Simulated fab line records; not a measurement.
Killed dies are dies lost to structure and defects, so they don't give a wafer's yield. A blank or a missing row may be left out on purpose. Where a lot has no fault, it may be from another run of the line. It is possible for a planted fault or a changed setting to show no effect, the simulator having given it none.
The tool behind it: which one? | flow sfq_line | 15 lots with 43 wafers sampled at 2 steps, on a route of 325 steps

== WHAT THE GAUGES SHOWED, per wafer ==
SFQ_M3_OVL_MEAS_921.
lot  | measured     | on         | M3_OVL (nm)
L962 | day 40 11:35 | overlay-01 | -6 -14 -5
L963 | day 40 13:59 | overlay-01 | 1 0 3
L964 | day 40 17:35 | overlay-01 | -7 -2 -3
L965 | day 40 19:59 | overlay-01 | -1 1 7
L966 | day 40 21:11 | overlay-01 | 9 4 -1
L967 | day 41 00:47 | overlay-01 | -9 -4 -3
L971 | day 41 13:59 | overlay-01 | -4 4 -5
L972 | day 43 06:35 | overlay-02 | -5 -15 -12
L973 | day 43 08:59 | overlay-02 | -10 -5 1
L974 | day 43 10:11 | overlay-02 | 0 4 1
L975 | day 43 11:23 | overlay-02 | 1 11 5
L978 | day 43 14:59 | overlay-02 | 1 -1
L979 | day 43 16:11 | overlay-02 | -2 -8 -7
L980 | day 43 17:23 | overlay-02 | -3 -7
L985 | day 51 23:00 | overlay-02 | 2 -2 1

== WHAT TOOL EACH LOT RAN ON (gives the tool, then ch and the chambers of the sampled wafers, and finally the start) ==
lot  | SFQ_TRILAYER_M3_DEP_SPUTTER_073
L962 | pvd_sputter-06, day 34 19:41
L963 | pvd_sputter-06, day 34 22:51
L964 | pvd_sputter-03, day 35 01:41
L965 | pvd_sputter-03, day 35 04:15
L966 | pvd_sputter-06, day 35 06:25
L967 | pvd_sputter-03, day 35 10:01
L971 | pvd_sputter-06, day 35 19:01
L972 | pvd_sputter-06, day 40 01:10
L973 | pvd_sputter-05, day 40 12:09
L974 | pvd_sputter-03, day 40 20:20
L975 | pvd_sputter-06, day 41 08:56
L978 | pvd_sputter-05, day 42 19:08
L979 | pvd_sputter-03, day 43 02:58
L980 | pvd_sputter-06, day 43 04:08
L985 | pvd_sputter-03, day 47 06:14
- SFQ_TRILAYER_M3_DEP_SPUTTER_073: material Nb, target thk 200 nm, time 133.3 s.

== WHAT THE TOOLS THEMSELVES READ (means of the sampled wafers that have a number; where no wafer has one, the mark that the record gives instead) ==
SFQ_TRILAYER_M3_DEP_SPUTTER_073.
lot  | tool           | resputter_cathode_voltage_v (V) | throttle_valve_pct (%)
L962 | pvd_sputter-06 | 403                             | 29.1
L963 | pvd_sputter-06 | 402                             | 29.0
L964 | pvd_sputter-03 | 404                             | 29.8
L965 | pvd_sputter-03 | 399                             | 29.2
L966 | pvd_sputter-06 | 399                             | 28.8
L967 | pvd_sputter-03 | 398                             | 29.7
L971 | pvd_sputter-06 | 401                             | 29.7
L972 | pvd_sputter-06 | 401                             | 29.6
L973 | pvd_sputter-05 | 403                             | 29.1
L974 | pvd_sputter-03 | 395                             | 29.1
L975 | pvd_sputter-06 | 400                             | 29.6
L978 | pvd_sputter-05 | 398                             | 29.2
L979 | pvd_sputter-03 | 401                             | 29.9
L980 | pvd_sputter-06 | 398                             | 28.6
L985 | pvd_sputter-03 | 401                             | 29.7

== THE ANSWER, worked out from the rows above alone ==
Rule: usual is defined by the lots themselves. Put in order of their means at a reading, lots are off if they are a third of the lots or fewer, leave a main group of 4 or more, and stand apart from it by a gap of 3 or more times the standard deviation of the main group's means; of several such gaps the widest counts. A main group whose means are all the same, to the digits that the tables above print for the reading, isn't used. Also off: a lot with no number at a reading for which 4 or more lots have one. Any other lot the step has rows for is counted as sound. First the gauges in route order, then the tools' own readings, where a lot's mean is used as printed above. At the first step where some lot is off, the reading lying furthest off is the one used; lots without a number count as furthest.
Nothing can be told from this: no lot is off at any reading shown.

== WHAT THE SIMULATOR PUT IN ==
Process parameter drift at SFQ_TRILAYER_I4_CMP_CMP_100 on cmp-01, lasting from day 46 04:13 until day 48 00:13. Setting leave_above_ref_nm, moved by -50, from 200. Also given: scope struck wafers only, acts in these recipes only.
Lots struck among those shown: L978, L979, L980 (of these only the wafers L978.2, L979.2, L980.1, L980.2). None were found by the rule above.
